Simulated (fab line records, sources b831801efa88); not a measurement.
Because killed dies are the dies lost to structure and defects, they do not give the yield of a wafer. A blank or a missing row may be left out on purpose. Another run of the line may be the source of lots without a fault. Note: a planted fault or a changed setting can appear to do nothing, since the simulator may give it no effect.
Which tool was responsible? | flow sfq-line | 7 lots with 21 wafers sampled at 2 steps, on a route of 325 steps

== WHAT THE GAUGES SHOWED, per wafer ==
SFQ_I0_BOW_MEAS_907.
lot  | measured     | on            | I0_BOW (um)
L610 | day 11 11:23 | film-metro-04 | -4 1 -2
L612 | day 12 15:38 | film-metro-01 | -2 -3 -1
L614 | day 13 10:28 | film-metro-01 | -5 -7 2
L618 | day 14 14:23 | film-metro-02 | 0 6 -3
L623 | day 16 07:13 | film-metro-04 | 0 1 -2 - - -
L629 | day 19 22:55 | film-metro-02 | 11 1 -1
L631 | day 20 18:39 | film-metro-02 | -12 -3 -9

== TOOL THAT RAN EACH LOT (tool first, then ch and the chambers of the sampled wafers, then the start) ==
lot  | SFQ_TRILAYER_I0_CMP_CMP_028
L610 | cmp-02 ch 0,1,3, day 11 08:52
L612 | cmp-02 ch 0,2,3, day 12 12:38
L614 | cmp-02 ch 1,2,3, day 13 07:28
L618 | cmp-02 ch 0,1,2, day 14 11:23
L623 | cmp-02 ch 2,3, day 16 04:40
L629 | cmp-02 ch 0,1,2, day 19 20:55
L631 | cmp-02 ch 0,2,3, day 20 15:38
- SFQ_TRILAYER_I0_CMP_CMP_028: polishes SiO2.

== THE ANSWER, worked out from the rows above alone ==
Rule: the usual values come from the lots themselves. Put in order of their means at a reading, lots are off if they are a third of the lots or fewer, leave a main group of 4 or more, and stand apart from it by a gap of 3 or more times the standard deviation of the main group's means; of several such gaps the widest counts. The tables above print the reading to a certain number of digits; a main group whose means all agree to those digits is not used. Also off: a lot with no number at a reading for which 4 or more lots have one. Any other lot the step has rows for is counted as sound.
No lot is off on any of the readings shown, so nothing can be concluded from this.

== WHAT HAD BEEN PUT IN BY THE SIMULATOR ==
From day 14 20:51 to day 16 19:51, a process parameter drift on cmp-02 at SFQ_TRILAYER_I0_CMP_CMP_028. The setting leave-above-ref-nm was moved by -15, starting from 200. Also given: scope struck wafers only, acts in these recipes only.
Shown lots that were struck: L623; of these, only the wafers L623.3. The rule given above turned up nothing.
